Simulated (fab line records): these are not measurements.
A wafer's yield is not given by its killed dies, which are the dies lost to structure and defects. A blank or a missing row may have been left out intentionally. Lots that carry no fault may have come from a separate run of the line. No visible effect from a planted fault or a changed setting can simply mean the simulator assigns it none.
A lot that was struck, set against a sound lot :: flow gf180mcu :: 17 steps out of a route of 602
Sound: these wafers, L731.4, L731.5, L731.6. Struck: wafers L741.1, L741.2. (L741.5 of the same lot was not struck and is left out.) The cause comes at the end.
Order at every step that has rows: each side's tool, ch and its chambers, its first start. Under that, the readings that differ: sound wafers :: struck wafers :: difference of the means :: sigmas: that difference in standard deviations of wafers without a fault.
alike: readings with means less than 2 such deviations apart, plus words and numbers identical on both sides. not compared: withheld readings, readings lacking a value on some wafer, bounds such as >300 that could conceal the same value, and numbers that have no deviation in the record and whose values overlap.
The two part at a step that has a row with sigmas, a row that says differs or no value, or rows on one side only. When numbers do not overlap yet have no deviation, they are printed without sigmas and do not part them. A reading missing from all wafers of one side parts the sides only when that side holds two or more wafers.

first, 2 steps without rows for these wafers: GF_CONTACT_PEB_12 (peb time 90 s); GF_CONTACT_DEVELOP_13 (develop time 60 s).
GF_CONTACT_CD_MEAS_14: target cd 220 nm.
  sound: cd sem-01 at day 16 04:54; struck: cd sem-01 at day 19 17:34
  alike: cd nm
GF_CONTACT_OVL_MEAS_15:
  sound: overlay-01 at day 16 04:58; struck: overlay-01 at day 19 17:41
  alike: CONTACT_OVL
GF_CONTACT_ETCH_16: etches BARC in N2/H2.
  sound on rie diel-01 ch 2,3, day 16 04:59; struck on rie diel-03 ch 0,1, day 19 17:43
  alike: drypump motor current A, oes product au, throttle valve pct
GF_CONTACT_ETCH_17: etches SiO2 in C4F8/O2/Ar, stops on CoSi2, target depth 860 nm.
  sound on rie diel-01 ch 2,3; struck on rie diel-03 ch 0,1
  alike: oes product au
then, 4 steps without rows for these wafers: GF_CONTACT_STRIP_18 (strips in O2/N2); GF_CONTACT_CLEAN_19 (cleans in SPM); GF_CONTACT_CLEAN_20 (cleans in DIW); GF_CONTACT_CLEAN_21 (cleans in dHF, time 20 s).
GF_CONTACT_SPUTTER_22: material Ti, target thk 15 nm, time 80.02 s.
  sound: pvd sputter-01 at day 16 05:28; struck: pvd sputter-02 at day 19 18:11
  alike: throttle valve pct
GF_CONTACT_SPUTTER_23: material TiN, target thk 10 nm, time 40 s.
  sound: pvd sputter-01 at day 16 05:31; struck: pvd sputter-02 at day 19 18:14
  alike: throttle valve pct
GF_CONTACT_CVD_24: deposits W, target thk 300 nm, time 90.339 s.
  sound on cvd w-01 ch 0,1, day 16 05:35; struck on cvd w-02 ch 0,1, day 19 18:17
reading: model.W_of_CONTACT_CVD_24.thk nm (nm)
sound: 305.4 304.2 294.4
struck: 311.4 317
difference: +12.9
sigmas: 
  alike: heater power w
GF_CONTACT_RS_MEAS_25: a four-point-probe measurement.
  sound: film metro-02 at day 16 05:43; struck: film metro-03 at day 19 18:23
reading: CONTACT_W_RS (ohm/sq)
sound: 0.376 0.377 0.389
struck: 0.368 0.361
difference: -0.016
sigmas: -4
GF_CONTACT_THK_MEAS_26: measures by xrf.
  sound: film metro-02 at day 16 05:49; struck: film metro-03 at day 19 18:30
reading: CONTACT_W_THK (nm)
sound: 315 314 302
struck: 317 323
difference: +10
sigmas: +2
GF_CONTACT_CMP_27: polishes, stops on SiO2, t overpolish 15 s, target thk 0 nm.
  sound on cmp-02 ch 0,1,2, day 16 05:56; struck on cmp-02 ch 2,3, day 19 18:37
  alike: motor current A
GF_PASSIVATION_PROBE_99:
  the record holds rows for the sound wafers here (prober-02, day 29 02:17) but none for the struck ones

WHERE THEY PART
Last at GF_PASSIVATION_PROBE_99 as far as this record goes, first at GF_CONTACT_RS_MEAS_25.

WHY: what had been put in by the simulator
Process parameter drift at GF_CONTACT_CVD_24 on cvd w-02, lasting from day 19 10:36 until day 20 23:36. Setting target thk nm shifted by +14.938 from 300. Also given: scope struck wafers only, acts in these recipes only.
